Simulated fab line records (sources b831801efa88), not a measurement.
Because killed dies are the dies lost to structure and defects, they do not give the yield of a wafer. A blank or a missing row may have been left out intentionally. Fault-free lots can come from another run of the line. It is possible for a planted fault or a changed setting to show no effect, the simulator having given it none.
Which tool is to blame? || flow sfqLine || 14 lots with 42 wafers sampled at 2 steps, on a route of 325 steps

WHAT THE GAUGES READ, wafer by wafer
SFQ_M4_OVL_MEAS_926. Usual: M4_OVL gives -4 nm (standard deviation 5.2).
{"lot": "L828", "measured": "day 41 01:16", "on": "overlay-02", "M4_OVL (nm)": "-9 -9 -3", "flag": ""}
{"lot": "L829", "measured": "day 41 06:09", "on": "overlay-01", "M4_OVL (nm)": "-2 -7 0", "flag": ""}
{"lot": "L830", "measured": "day 41 09:09", "on": "overlay-01", "M4_OVL (nm)": "-13 -6 -10", "flag": ""}
{"lot": "L833", "measured": "day 41 18:44", "on": "overlay-02", "M4_OVL (nm)": "-4 5 -2", "flag": ""}
{"lot": "L835", "measured": "day 41 23:28", "on": "overlay-01", "M4_OVL (nm)": "-3 -12 -9", "flag": ""}
{"lot": "L836", "measured": "day 42 09:05", "on": "overlay-02", "M4_OVL (nm)": "5 -1 2", "flag": ""}
{"lot": "L837", "measured": "day 42 15:04", "on": "overlay-01", "M4_OVL (nm)": "-1 -4 -1", "flag": ""}
{"lot": "L839", "measured": "day 45 11:22", "on": "overlay-02", "M4_OVL (nm)": "-7 -11 -11", "flag": ""}
{"lot": "L842", "measured": "day 45 17:22", "on": "overlay-02", "M4_OVL (nm)": "-3 -6 1", "flag": ""}
{"lot": "L845", "measured": "day 45 20:58", "on": "overlay-02", "M4_OVL (nm)": "1 -4 1", "flag": ""}
{"lot": "L846", "measured": "day 45 22:10", "on": "overlay-02", "M4_OVL (nm)": "-8 -4 -2", "flag": ""}
{"lot": "L848", "measured": "day 51 07:59", "on": "overlay-02", "M4_OVL (nm)": "1 2 12", "flag": ""}
{"lot": "L849", "measured": "day 51 10:26", "on": "overlay-02", "M4_OVL (nm)": "-10 2 -8", "flag": ""}
{"lot": "L850", "measured": "day 52 20:53", "on": "overlay-02", "M4_OVL (nm)": "3 0 -1", "flag": ""}

SFQ_I4_BOW_MEAS_927. Usual: I4_BOW gives 0 um (standard deviation 8.1).
{"lot": "L828", "measured": "day 41 13:23", "on": "filmMetro-02", "I4_BOW (um)": "-13 -15 -6", "flag": ""}
{"lot": "L829", "measured": "day 41 19:24", "on": "filmMetro-04", "I4_BOW (um)": "0 5 2", "flag": ""}
{"lot": "L830", "measured": "day 41 22:23", "on": "filmMetro-04", "I4_BOW (um)": "-8 -12 -3", "flag": ""}
{"lot": "L833", "measured": "day 42 10:46", "on": "filmMetro-04", "I4_BOW (um)": "0 -2 7", "flag": ""}
{"lot": "L835", "measured": "day 42 16:46", "on": "filmMetro-01", "I4_BOW (um)": "-5 -3 -6", "flag": ""}
{"lot": "L836", "measured": "day 43 01:46", "on": "filmMetro-01", "I4_BOW (um)": "-3 -4 -6", "flag": ""}
{"lot": "L837", "measured": "day 43 07:23", "on": "filmMetro-01", "I4_BOW (um)": "9 15 5", "flag": ""}
{"lot": "L839", "measured": "day 45 16:03", "on": "filmMetro-02", "I4_BOW (um)": "-9 6 10", "flag": ""}
{"lot": "L842", "measured": "day 46 01:50", "on": "filmMetro-02", "I4_BOW (um)": "5 6 4", "flag": ""}
{"lot": "L845", "measured": "day 46 08:44", "on": "filmMetro-02", "I4_BOW (um)": "-21 0 -10", "flag": ""}
{"lot": "L846", "measured": "day 46 13:36", "on": "filmMetro-04", "I4_BOW (um)": "-7 -15 0", "flag": ""}
{"lot": "L848", "measured": "day 51 12:04", "on": "filmMetro-02", "I4_BOW (um)": "22 11 9", "flag": ""}
{"lot": "L849", "measured": "day 51 18:04", "on": "filmMetro-01", "I4_BOW (um)": "16 10 -5", "flag": ""}
{"lot": "L850", "measured": "day 53 07:23", "on": "filmMetro-02", "I4_BOW (um)": "-7 0 -3", "flag": ""}

TOOL THAT RAN EACH LOT (tool first, then ch and the chambers of the sampled wafers, then the start)
Record: no process step prior to these readings.

AS READ BY THE TOOLS THEMSELVES (means over the sampled wafers that have a number; for cases with no such wafer, the mark the record gives instead)
The record holds no such reading with a usual standard deviation.

THE ANSWER, worked out from the rows above alone
Rule: take the mean of a lot's wafers that have a number; if it is more than 3 standard deviations from the usual mean, the lot is off. Also off: a lot with no number at a reading for which 4 or more lots have one. Any other lot the step has rows for is counted as sound. Order of review: gauges by route order, followed by the tools' own readings, for which a lot's mean as printed above is used. The first step at which some lot is off is used, and at that step the reading that is off furthest; a lot without a number counts as furthest.
Across all readings shown, no lot is off: no conclusion can be drawn from this.

WHAT HAD BEEN PUT IN BY THE SIMULATOR
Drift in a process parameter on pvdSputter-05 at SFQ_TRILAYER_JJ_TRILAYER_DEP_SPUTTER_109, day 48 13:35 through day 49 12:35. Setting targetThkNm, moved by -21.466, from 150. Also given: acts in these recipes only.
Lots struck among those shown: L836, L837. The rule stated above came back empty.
